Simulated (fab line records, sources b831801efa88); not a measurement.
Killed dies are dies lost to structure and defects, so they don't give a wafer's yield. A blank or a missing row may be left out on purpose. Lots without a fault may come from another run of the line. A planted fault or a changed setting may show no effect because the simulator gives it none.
One fault seen from 2 desks | flow sky130 | each desk has only its own numbers; what lay behind them comes last

THE TOOL OWNER'S DESK: wet_bench-03
The tool's own readings at SKY_FIELD_ISO_WET_ETCH_18 (etches Si3N4 in H3PO4, target depth 25 nm, time 286 s): means of the sampled wafers that have a number, for each lot that ran on this tool. A lot is out of limits, marked OUT, if its mean lies more than 4 standard deviations from the usual mean; the brackets give that distance.
Columns: A = bath_guard_temp_C at SKY_FIELD_ISO_WET_ETCH_18, usual 159.8 C; B = bath_heat_duty_pct at SKY_FIELD_ISO_WET_ETCH_18, usual 28 %; C = temp_c at SKY_FIELD_ISO_WET_ETCH_18, usual 159.97 C
lot  | first seen here | A     | B  | C
L253 | day 2 10:40     | 159.8 | 33 | 160.02
L254 | day 2 15:07     | 159.4 | 26 | 160.21
L257 | day 3 09:33     | 159.6 | 33 | 159.89
L260 | day 3 22:19     | 159.1 | 29 | 159.98
L264 | day 4 21:34     | 159.4 | 27 | 159.87
L274 | day 7 01:33     | 159.5 | 32 | 159.99
This desk's finding: nothing out of limits on any of the 6 lots.

THE METROLOGY DESK
What the gauges read, lot by lot, whatever tool the lot ran on: means of the sampled wafers that have a number. A lot is out of limits, marked OUT, if its mean lies more than 4 standard deviations from the usual mean; the brackets give that distance.
Columns: A = NWELL_00_OVL at SKY_NWELL_OVL_MEAS_10, usual -0.5 nm; B = VT_ADJUST_LVTN_01_OVL at SKY_VT_ADJUST_LVTN_OVL_MEAS_18, usual -0.1 nm; C = cd_nm at SKY_VT_ADJUST_HVTR_CD_MEAS_07, usual 380 nm
lot  | first seen here | A    | B    | C
L253 | day 4 22:58     | -2.9 | -0.4 | 385
L254 | day 5 00:01     | 2.0  | -0.9 | 380
L255 | day 5 07:49     | -1.2 | 0.1  | 385
L256 | day 5 13:00     | -1.4 | -0.5 | 374
L257 | day 5 21:49     | 3.9  | -0.6 | 379
L258 | day 6 02:01     | -1.3 | -2.0 | 380
L259 | day 6 07:04     | -1.9 | -1.4 | 380
L260 | day 6 13:08     | 0.9  | 1.0  | 381
L263 | day 7 05:13     | -0.4 | 0.4  | 379
L264 | day 7 12:49     | -2.4 | 0.1  | 381
L274 | day 10 02:59    | 3.0  | 0.5  | 378
L275 | day 10 08:43    | -2.9 | -0.6 | 377
This desk's finding: nothing out of limits on any of the 12 lots.

PUT TOGETHER
The tool owner's desk saw nothing out of limits.
The metrology desk saw nothing out of limits.

WHAT THE SIMULATOR HAD PUT IN
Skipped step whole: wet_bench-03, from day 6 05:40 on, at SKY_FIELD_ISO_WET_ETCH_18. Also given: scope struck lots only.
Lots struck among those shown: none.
